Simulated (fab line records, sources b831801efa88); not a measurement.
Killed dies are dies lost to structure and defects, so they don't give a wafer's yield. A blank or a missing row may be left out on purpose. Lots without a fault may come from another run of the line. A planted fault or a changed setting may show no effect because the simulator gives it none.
fab line records | flow sky130
record lots=11 wafers=32 last_day=50
route steps=708 shown VT_ADJUST_HVTP@93 VT_ADJUST_LVTN@115 SONOS_ONO@183 RES_PROTECT@214
lots that met no fault: from a run of the same line without faults
start_h: hours from the record's first day to the start of the lot's first wafer shown | wait_h: hours since the lot's step before | " the same as in the row above | L1.1+2: a row that stands for several wafers | - no value, or no start given | * or withheld: withheld | < > ~ a bound
route shown NAME@n: a module of which the file shows steps, and the number in the route of the first | usual: mean/standard deviation of fault-free wafers | same: alike in all rows | chamber/n: place in a boat | sites: the reading at each site | _std_site: their standard deviation | _edge_site: outer sites' mean less inner sites' | radius_mm: how far each site lies from the wafer's centre | mask NAME#n: copy n | behind: the tool/chamber that last shaped the wafer | hold: why the lot was held/for how many hours/how that ended | device: the transistor (n, p or np) that didn't switch | end of line: the same wafers' tests at the end of the route | a step without rows: its recipe alone | killed: dies lost to structure and defects at the first sort, not the wafer's yield | map: a wafer's dies, x killed, . not, _ none there
set.NAME: the setting as run; set.NAME@STEP: as run at that earlier step | model.NAME: the simulator's own value behind a step, which no gauge read
steps of the route over a sample of lots; a table a step, a row a wafer
services: from which hour (start_h, from the record's first day; less than 0 if before it) a tool's chamber was out of use, for how many hours, and why
## steps
# step SKY_VT_ADJUST_HVTP_OVL_MEAS_08
# usual VT_ADJUST_HVTP_OVL=-0.7/1.3
# columns lot.wafer tool chamber start_h wait_h VT_ADJUST_HVTP_OVL[nm]
L504.1 overlay-02 - 122.46 0.1 -0.8
L504.4 " - " " -2.9
L504.6 " - " " -0.8
L506.3 overlay-02 - 138.42 0.1 -0.9
L506.4 " - " " 0.0
L506.5 " - " " -1.2
L507.3 overlay-02 - 143.92 0.1 2.8
L507.4 " - " " 3.1
L507.6 " - " " 3.7
L508.2 overlay-01 - 149.17 0.1 -0.4
L508.3 " - " " 0.1
L508.4 " - " " -1.4
L509.1 overlay-01 - 154.30 0.1 -1.3
L509.3 " - " " -0.6
L509.6 " - " " -0.4
L511.2 overlay-01 - 166.82 0.1 1.2
L511.4 " - " " -1.0
L511.6 " - " " 0.7
L513.2 overlay-01 - 175.36 0.1 -2.9
L513.4 " - " " -0.6
L513.5 " - " " 0.5
L514.1 overlay-01 - 183.56 0.1 1.4
L514.2 " - " " 0.0
L514.4 " - " " 1.2
L515.3 overlay-01 - 189.47 0.1 -1.2
L515.4 " - " " -1.0
L515.5 " - " " 0.2
L522.3 overlay-01 - 237.41 0.1 -2.0
L522.4 " - " " -2.7
L526.1 overlay-01 - 264.00 0.1 -1.2
L526.2 " - " " -0.9
L526.4 " - " " 1.0
# step SKY_VT_ADJUST_LVTN_OVL_MEAS_18
# usual VT_ADJUST_LVTN_01_OVL=-0.3/1.3
# columns lot.wafer tool chamber start_h wait_h VT_ADJUST_LVTN_01_OVL[nm]
L504.1 overlay-01 - 161.88 0.1 0.1
L504.4 " - " " -0.4
L504.6 " - " " -0.2
L506.3 overlay-01 - 178.55 0.1 -0.3
L506.4 " - " " 1.6
L506.5 " - " " 0.1
L507.3 overlay-02 - 184.59 0.1 -0.6
L507.4 " - " " 0.2
L507.6 " - " " 0.1
L508.2 overlay-01 - 189.73 0.1 1.1
L508.3 " - " " 0.3
L508.4 " - " " 1.4
L509.1 overlay-01 - 195.57 0.1 0.3
L509.3 " - " " 2.1
L509.6 " - " " 1.3
L511.2 overlay-02 - 208.58 0.1 0.3
L511.4 " - " " 0.4
L511.6 " - " " -1.1
L513.2 overlay-02 - 218.63 0.1 0.5
L513.4 " - " " -0.3
L513.5 " - " " 1.1
L514.1 overlay-02 - 226.03 0.1 -1.1
L514.2 " - " " -2.6
L514.4 " - " " -0.8
L515.3 overlay-02 - 234.03 0.1 -1.4
L515.4 " - " " -2.0
L515.5 " - " " -0.6
L522.3 overlay-02 - 283.78 0.1 -1.0
L522.4 " - " " -0.9
L526.1 overlay-02 - 310.08 0.1 0.3
L526.2 " - " " 1.1
L526.4 " - " " 0.2
# step SKY_SONOS_ONO_ETCH_15
# recipe target_depth_nm=19.52 chemistry=CHF3/O2 source_w=600 bias_w=200 pressure_mtorr=40 chf3_flow_sccm=50 O2_flow_sccm=5 time_s=7.8
# usual bias_w=200.1/0.57 drypump_motor_current_A=5.7/0.43 oes_product_au=0.995/0.012 rf_fwd_power_W=588/3.3 throttle_valve_pct=8.824/0.0091
# columns lot.wafer tool chamber start_h wait_h bias_w drypump_motor_current_A oes_product_au rf_fwd_power_W rf_hours_counter_h throttle_valve_pct
L504.1 rie_diel-02 3 278.43 0.0 200.7 5.9 0.987 588 1 8.826
L504.4 " 1 " " 200.8 4.7 1.007 590 - 8.831
L504.6 " 3 " " 200.5 5.9 1.000 587 - 8.840
L507.3 rie_diel-02 0 304.88 0.0 198.9 5.8 0.984 585 50 8.810
L507.4 " 1 " " 200.1 4.8 1.010 592 128 8.830
L507.6 " 0 " " 200.1 5.8 0.987 587 - 8.829
L506.3 rie_diel-03 0 304.93 0.0 200.5 6.4 0.981 584 0 8.831
L506.4 " 0 " " 200.6 6.4 0.984 582 - 8.814
L506.5 " 3 " " 199.3 5.6 0.988 590 - 8.821
L508.2 rie_diel-01 2 316.08 0.0 200.7 5.5 0.991 586 1 8.822
L508.3 " 3 " " 201.4 5.4 1.000 588 2 8.820
L508.4 " 1 " " 200.3 5.6 1.019 593 115 8.842
L509.1 rie_diel-01 1 322.05 0.0 199.4 5.6 1.019 594 115 8.818
L509.3 " 3 " " 200.2 5.4 1.006 590 2 8.832
L509.6 " 1 " " 200.7 5.6 1.010 592 - 8.827
L511.2 rie_diel-03 2 333.35 0.0 199.5 5.6 1.001 591 1 8.819
L511.4 " 0 " " 199.2 6.4 0.993 587 1 8.834
L511.6 " 2 " " 200.2 5.6 0.997 591 - 8.822
L513.2 rie_diel-02 0 344.40 0.0 200.3 5.8 0.986 586 51 8.827
L513.4 " 1 " " 200.6 4.7 0.992 588 1 8.820
L513.5 " 3 " " 200.2 5.9 1.001 587 - 8.821
L514.1 rie_diel-01 2 353.75 0.0 200.6 5.6 0.983 586 2 8.823
L514.2 " 0 " " 199.6 6.4 1.010 584 7 8.831
L514.4 " 1 " " 199.3 5.6 1.007 590 116 8.818
L515.3 rie_diel-02 1 365.20 0.0 200.3 4.8 0.986 589 1 8.822
L515.4 " 2 " " 199.2 6.2 0.985 594 1 8.825
L515.5 " 0 " " 200.5 5.8 0.969 584 - 8.817
L522.3 rie_diel-01 3 425.55 0.0 - 5.4 1.001 - 4 8.817
L522.4 " 1 " " 200.5 5.6 0.981 592 1 8.800
L526.1 rie_diel-02 1 458.68 0.0 199.4 4.7 1.001 589 3 8.824
L526.2 " 3 " " 200.1 5.9 1.001 585 5 8.828
L526.4 " 2 " " 200.4 6.2 0.996 593 3 8.829
# step SKY_SONOS_ONO_STRIP_17
# recipe chemistry=O2/N2 power_w=1400 pressure_mtorr=1500 platen_temp_c=withheld o2_flow_sccm=3000 n2_flow_sccm=300 overash_fraction=0.5
# usual drypump_motor_current_A=5.55/0.18 oes_product_au=0.710/0.0045 strip_time_to_endpoint_s=14.11/0.041
# columns lot.wafer tool chamber start_h wait_h drypump_motor_current_A oes_product_au rf_hours_counter_h strip_time_to_endpoint_s
L504.1 plasma_asher-02 1 278.55 0.0 5.59 0.708 45 14.02
L504.4 " 0 " " 5.34 0.710 - 14.12
L504.6 " 1 " " 5.60 0.715 - 14.09
L507.3 plasma_asher-02 1 305.03 0.0 5.58 0.715 - 14.11
L507.4 " 0 " " 5.36 0.700 - 14.11
L507.6 " 0 " " 5.38 0.705 - 14.09
L506.3 plasma_asher-04 1 305.07 0.0 5.45 0.711 - 14.11
L506.4 " 0 " " 5.67 0.712 - 14.10
L506.5 " 0 " " 5.68 0.709 - 14.11
L508.2 plasma_asher-04 0 316.18 0.0 5.66 0.713 19 14.18
L508.3 " 0 " " 5.65 0.704 - 14.16
L508.4 " 1 " " 5.43 0.709 - 14.11
L509.1 plasma_asher-01 0 322.16 0.0 5.43 0.713 65 14.10
L509.3 " 1 " " 5.96 0.714 - 14.12
L509.6 " 1 " " 5.95 0.705 - 14.08
L511.2 plasma_asher-04 0 333.46 0.0 5.70 0.708 21 14.03
L511.4 " 0 " " 5.69 0.712 - 14.00
L511.6 " 1 " " 5.44 0.715 - 14.04
L513.2 plasma_asher-04 0 344.51 0.0 5.68 0.705 23 14.14
L513.4 " 1 " " 5.40 0.705 - 14.15
L513.5 " 0 " " 5.66 0.706 - 14.14
L514.1 plasma_asher-02 0 353.86 0.0 5.33 0.708 53 14.07
L514.2 " 1 " " 5.58 0.714 53 14.12
L514.4 " 1 " " 5.58 0.712 - 14.09
L515.3 plasma_asher-04 0 365.34 0.0 5.64 0.711 - 14.07
L515.4 " 1 " " 5.41 0.711 - 14.09
L515.5 " 1 " " 5.43 0.715 - 14.11
L522.3 plasma_asher-02 1 425.69 0.0 5.60 0.704 - 14.29
L522.4 " 0 " " 5.34 0.721 - 14.13
L526.1 plasma_asher-04 1 458.79 0.0 5.41 0.710 34 14.08
L526.2 " 0 " " 5.68 0.705 34 14.12
L526.4 " 1 " " 5.39 0.706 - 14.10
# step SKY_RES_PROTECT_STRIP_07
# recipe chemistry=O2/N2 power_w=1400 pressure_mtorr=1500 platen_temp_c=withheld o2_flow_sccm=3000 n2_flow_sccm=300 overash_fraction=0.5
# usual drypump_motor_current_A=5.60/0.19 oes_product_au=0.518/0.0046 strip_time_to_endpoint_s=23.30/0.046
# columns lot.wafer tool chamber start_h wait_h drypump_motor_current_A oes_product_au rf_hours_counter_h strip_time_to_endpoint_s
L504.1 plasma_asher-01 1 339.64 0.1 5.96 0.523 67 23.27
L504.4 " 1 " " 5.96 0.517 - 23.23
L504.6 " 0 " " 5.45 0.521 - 23.24
L506.3 plasma_asher-01 1 367.48 0.1 5.99 0.518 - 23.28
L506.4 " 0 " " 5.47 0.522 - 23.26
L506.5 " 0 " " 5.44 0.516 - 23.29
L507.3 plasma_asher-02 1 367.78 0.1 5.59 0.517 - 23.32
L507.4 " 0 " " 5.32 0.515 - 23.29
L507.6 " 1 " " 5.60 0.519 - 23.30
L508.2 plasma_asher-03 1 377.59 0.1 5.69 0.523 64 23.29
L508.3 " 0 " " 5.62 0.521 - 23.29
L508.4 " 1 " " 5.66 0.520 - 23.33
L509.1 plasma_asher-03 0 382.54 0.1 5.67 0.516 65 23.33
L509.3 " 0 " " 5.66 0.510 - 23.31
L509.6 " 1 " " 5.68 0.517 - 23.29
L511.2 plasma_asher-02 1 395.38 0.1 5.58 0.519 57 23.28
L511.4 " 0 " " 5.36 0.521 - 23.30
L511.6 " 1 " " 5.59 0.517 - 23.29
L513.2 plasma_asher-01 0 409.14 0.1 5.46 0.519 75 23.38
L513.4 " 0 " " 5.46 0.525 - 23.36
L513.5 " 1 " " 5.94 0.522 - 23.36
L514.1 plasma_asher-01 0 419.44 0.1 5.47 0.519 76 23.24
L514.2 " 1 " " 6.02 0.514 76 23.24
L514.4 " 0 " " 5.47 0.520 - 23.28
L515.3 plasma_asher-01 1 430.82 0.1 5.97 0.520 - 23.31
L515.4 " 0 " " 5.45 0.514 - 23.28
L515.5 " 0 " " 5.46 0.500 - 23.28
L522.3 plasma_asher-02 1 492.62 0.1 5.59 0.513 - 23.25
L522.4 " 0 " " 5.35 0.518 - 23.24
L526.1 plasma_asher-01 0 525.32 0.1 5.45 0.519 86 23.35
L526.2 " 1 " " 5.90 0.525 86 23.35
L526.4 " 0 " " 5.44 0.517 - 23.30
## services
# columns tool chamber start_h hours kind
rie_diel-01 0 262.08 5.3 repair
rie_diel-02 2 268.52 - clean
rie_diel-02 2 268.52 28.0 scheduled_down
rie_diel-02 2 268.52 28.0 vent_cycle
rie_diel-01 - 296.42 2.8 pm
rie_diel-02 1 305.06 - clean
rie_diel-01 2 316.16 9.1 repair
plasma_asher-03 - 322.64 28.1 pm
rie_diel-02 3 333.40 5.6 repair
rie_diel-02 - 334.89 2.8 pm
plasma_asher-02 - 335.01 0.8 repair
rie_diel-01 3 349.52 2.0 repair
rie_diel-03 - 382.92 0.8 repair
rie_diel-02 3 387.22 5.1 repair
plasma_asher-03 - 394.04 3.6 repair
plasma_asher-03 - 396.44 2.7 repair
rie_diel-02 1 419.92 15.0 repair
plasma_asher-03 - 421.25 9.0 pm
plasma_asher-02 - 444.88 4.1 repair
plasma_asher-02 - 461.16 4.0 repair
rie_diel-02 - 467.89 0.1 repair
plasma_asher-01 - 495.65 0.6 repair
plasma_asher-01 - 501.15 10.0 pm
plasma_asher-04 - 507.72 1.7 repair
## key
first_sign step=SKY_SONOS_ONO_STRIP_17 reading=strip_time_to_endpoint_s direction=up sigmas=4.5 usual=* struck=*
effect none on later readings
met_at SKY_SONOS_ONO_ETCH_15
struck_lots L522
struck_wafers L522.3
tester_left_out L522
not_acting_at SKY_VT_ADJUST_HVTP_OVL_MEAS_08,SKY_VT_ADJUST_LVTN_OVL_MEAS_18,SKY_RES_PROTECT_STRIP_07
onset_between 353.75 425.55
fault kind=process_parameter_drift tool=rie_diel-01 chamber=- onset_h=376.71 steps=SKY_SONOS_ONO_ETCH_15 channel=time_s offset=* shape=step end_h=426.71 scope=struck_wafers_only acts_in=* stated=*
# tester_left_out: of these lots the tester's yield and bins aren't shown, on N5 and GAA mostly nor the transistor test; their killed dies are dies lost to structure and defects alone, not to doping, threshold or leakage, so they don't give the yield
